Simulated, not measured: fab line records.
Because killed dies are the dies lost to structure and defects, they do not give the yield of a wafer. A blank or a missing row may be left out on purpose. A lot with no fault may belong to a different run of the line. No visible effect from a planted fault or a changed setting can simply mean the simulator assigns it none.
Check for tools in common -- flow gf180mcu -- 13 lots, 39 wafers sampled

== WHY IT WAS OPENED ==
GF_NWELL_TW_MEAS_11, reading NWELL_TW: flagged on 1 of 13 lots. No-fault wafers: 1564, standard deviation 16.
Rule: a lot is flagged when every wafer of it that has a number lies more than 4 standard deviations from that mean, or none has a number. The rest of the lots are taken to be sound.

lot,measured,on,"NWELL_TW, wafer by wafer",flag
L484,day 3 07:52,film-metro-02,1555 1554 1557,
L485,day 3 11:59,film-metro-04,1594 1591 1588,
L487,day 3 23:58,film-metro-02,1551 1548 1557,
L490,day 5 00:07,film-metro-02,30 29 30,FLAGGED
L492,day 5 04:51,film-metro-02,1544 1547 1539,
L499,day 6 18:51,film-metro-01,1579 1579 1572,
L500,day 6 23:03,film-metro-01,1572 1575 1565,
L501,day 7 06:28,film-metro-01,1553 1550 1553,
L502,day 7 10:28,film-metro-02,1551 1553 1545,
L503,day 7 15:34,film-metro-01,1553 1559 1559,
L504,day 7 21:34,film-metro-04,1579 1586 1585,
L506,day 8 06:47,film-metro-01,1570 1570 1572,
L507,day 8 11:16,film-metro-01,1568 1567 1567,
The mean of the flagged lots' numbers is 30, -1534 from the usual (-96 standard deviations).

== EACH LOT AND THE TOOL IT RAN ON ==
Before the reading, the record contains 2 process steps out of a 602-step route. Each cell gives the tool, then ch followed by the chambers the sampled wafers passed through, then the start.
lot,flag,GF_STI_CMP_25,GF_NWELL_EXPOSE_04
L484,,"cmp-01 ch 1,2,3, day 2 05:01","iline-stepper-01 ch 0, day 3 01:21"
L485,,"cmp-02 ch 1,2, day 2 08:38","iline-stepper-02 ch 0, day 3 06:29"
L487,,"cmp-01 ch 0,1,2, day 2 20:16","iline-stepper-01 ch 0, day 3 17:25"
L490,FLAGGED,"cmp-02 ch 0,2,3, day 3 17:18","iline-stepper-02 ch 0, day 4 16:53"
L492,,"cmp-01 ch 0,2,3, day 3 22:43","iline-stepper-02 ch 0, day 4 21:59"
L499,,"cmp-01 ch 0,2,3, day 5 08:45","iline-stepper-02 ch 0, day 6 10:18"
L500,,"cmp-02 ch 0,1,3, day 5 13:45","iline-stepper-01 ch 0, day 6 15:30"
L501,,"cmp-02 ch 1,3, day 5 20:01","iline-stepper-02 ch 0, day 6 22:54"
L502,,"cmp-02 ch 2,3, day 6 01:11","iline-stepper-01 ch 0, day 7 02:31"
L503,,"cmp-01 ch 0,3, day 6 05:19","iline-stepper-02 ch 0, day 7 07:11"
L504,,"cmp-02 ch 1,2,3, day 6 11:37","iline-stepper-01 ch 0, day 7 13:54"
L506,,"cmp-02 ch 0,1,2, day 6 21:23","iline-stepper-02 ch 0, day 7 22:52"
L507,,"cmp-01 ch 0,3, day 7 01:14","iline-stepper-02 ch 0, day 8 03:54"
What is done by these steps:
- GF_STI_CMP_25: polishes, stops on Si3N4, t overpolish 33 s, target thk 524.6 nm.
- GF_NWELL_EXPOSE_04: exposes mask Nwell, target cd 860 nm.
- GF_NWELL_TW_MEAS_11

== FLAGGED AGAINST TOTAL, ONE TOOL AT A TIME (gauges that did the reading follow at the end) ==
step,tool,lots run,flagged,share of the flagged lots,sound lots run after its first flagged lot
GF_STI_CMP_25,cmp-01,6,0,none,-
GF_STI_CMP_25,cmp-02,7,1,all,"5 (L500,L501,L502,L504,L506)"
GF_NWELL_EXPOSE_04,iline-stepper-01,5,0,none,-
GF_NWELL_EXPOSE_04,iline-stepper-02,8,1,all,"6 (L492,L499,L501,L503,L506,L507)"
GF_NWELL_TW_MEAS_11,film-metro-01,6,0,none,-
GF_NWELL_TW_MEAS_11,film-metro-02,5,1,all,"2 (L492,L502)"
GF_NWELL_TW_MEAS_11,film-metro-04,2,0,none,-

== THE TABLE: WHAT IT ALLOWS ==
3 rows of the table ran every flagged lot: cmp-02 at GF_STI_CMP_25, iline-stepper-02 at GF_NWELL_EXPOSE_04, film-metro-02 at GF_NWELL_TW_MEAS_11.
- cmp-02 at GF_STI_CMP_25: 1 of its 7 lots flagged. Sound lots followed the first flagged one (L500, L501, L502, L504, L506) on it, something a lasting fault affecting the whole tool could not allow.
- iline-stepper-02 at GF_NWELL_EXPOSE_04: 1 of its 8 lots flagged. Sound lots followed the first flagged one (L492, L499, L501, L503, L506, L507) on it, something a lasting fault affecting the whole tool could not allow.
- film-metro-02 at GF_NWELL_TW_MEAS_11: 1 of its 5 lots flagged. Sound lots followed the first flagged one (L492, L502) on it, something a lasting fault affecting the whole tool could not allow.
None of the table's rows ran every flagged lot and, after the first, no sound lot.

== WHAT WAS PUT IN BY THE SIMULATOR ==
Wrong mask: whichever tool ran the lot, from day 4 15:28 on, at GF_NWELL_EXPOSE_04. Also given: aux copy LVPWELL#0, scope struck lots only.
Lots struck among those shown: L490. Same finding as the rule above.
